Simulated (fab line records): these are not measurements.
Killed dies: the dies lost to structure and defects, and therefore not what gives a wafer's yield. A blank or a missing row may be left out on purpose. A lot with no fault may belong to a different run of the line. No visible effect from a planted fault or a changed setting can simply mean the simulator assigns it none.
Comparing a struck lot with a sound one	flow gf180mcu	14 out of 602 route steps
Sound: wafers L348.1, L348.3, L348.6. Wafers struck: L359.1, L359.5, L359.6. The cause is named last.
Each step with rows lists, per side, the tool, then ch with its chambers, then its first start. Under that, the readings that differ: sound wafers	struck wafers	difference of the means	sigmas: that difference in standard deviations of wafers without a fault.
alike: a reading whose means differ by less than 2 such deviations, as well as words and numbers matching on both sides. not compared: withheld readings; readings where some wafer has no value; bounds like >300 that might hide an equal value; numbers whose values overlap and for which the record gives no deviation.
Wherever a step has rows on one side only, a row that says differs or no value, or a row with sigmas, the two part there. Non-overlapping numbers with no deviation appear without sigmas and do not part them. A reading that every wafer of one side lacks parts them only if that side has two wafers or more.

first, 6 steps without rows for these wafers: GF_M4_HMDS_08 (prime time 60 s); GF_M4_COAT_09 (resist thk 1000 nm); GF_M4_SOFTBAKE_10 (time 60 s); GF_M4_EXPOSE_11 (exposes mask Metal4, target cd 280 nm); GF_M4_PEB_12 (peb time 90 s); GF_M4_DEVELOP_13 (develop time 60 s).
GF_M4_CD_MEAS_14: the cd target is 280 nm.
  struck on cd_sem-02, day 27 19:12; sound on cd_sem-01, day 24 18:52
  alike: cd_nm
GF_M4_OVL_MEAS_15:
  struck on overlay-01, day 27 19:19; sound on overlay-02, day 24 18:59
reading	sound	struck	difference	sigmas
M4_OVL (nm)	-12 -13 -11	3 -2 3	+13	+3
GF_M4_METAL_ETCH_16: etches the open film in Cl2/BCl3, stops on SiO2, target depth 627.5 nm, time 104.6 s.
  sound on rie_metal-03 ch 0, day 24 19:02; struck on rie_metal-04 ch 0,1, day 27 19:22
  alike: drypump_motor_current_A, oes_product_au, throttle_valve_pct
  not compared: rf_hours_counter_h
GF_M4_STRIP_17: strips in O2/N2.
  sound on plasma_asher-01 ch 0,1, day 24 19:15; struck on plasma_asher-04 ch 0,1, day 27 19:28
  alike: drypump_motor_current_A, heater_power_w, oes_product_au, strip_time_to_endpoint_s
  not compared: rf_hours_counter_h
then, 2 steps without rows for these wafers: GF_M4_STRIP_18 (strips in post etch residue remover, time 1200 s); GF_M4_CLEAN_19 (cleans in DIW).
GF_V4_CVD_00: deposits SiO2, target thk 600 nm, time 100 s.
  sound on hdpcvd-01 ch 0,1, day 24 19:47; struck on hdpcvd-01 ch 0,1, day 27 20:14
  alike: sih4_flow_sccm
GF_V4_THK_MEAS_01:
  struck on film_metro-01, day 27 20:32; sound on film_metro-01, day 24 19:52
reading	sound	struck	difference	sigmas
V4_CVD_00_THK (nm)	598 606 596	1199 1200 1205	+601	+99 or more

## WHERE THEY PART
Last at GF_V4_THK_MEAS_01 as far as this record goes, first at GF_M4_OVL_MEAS_15.

WHY: what had been put in by the simulator
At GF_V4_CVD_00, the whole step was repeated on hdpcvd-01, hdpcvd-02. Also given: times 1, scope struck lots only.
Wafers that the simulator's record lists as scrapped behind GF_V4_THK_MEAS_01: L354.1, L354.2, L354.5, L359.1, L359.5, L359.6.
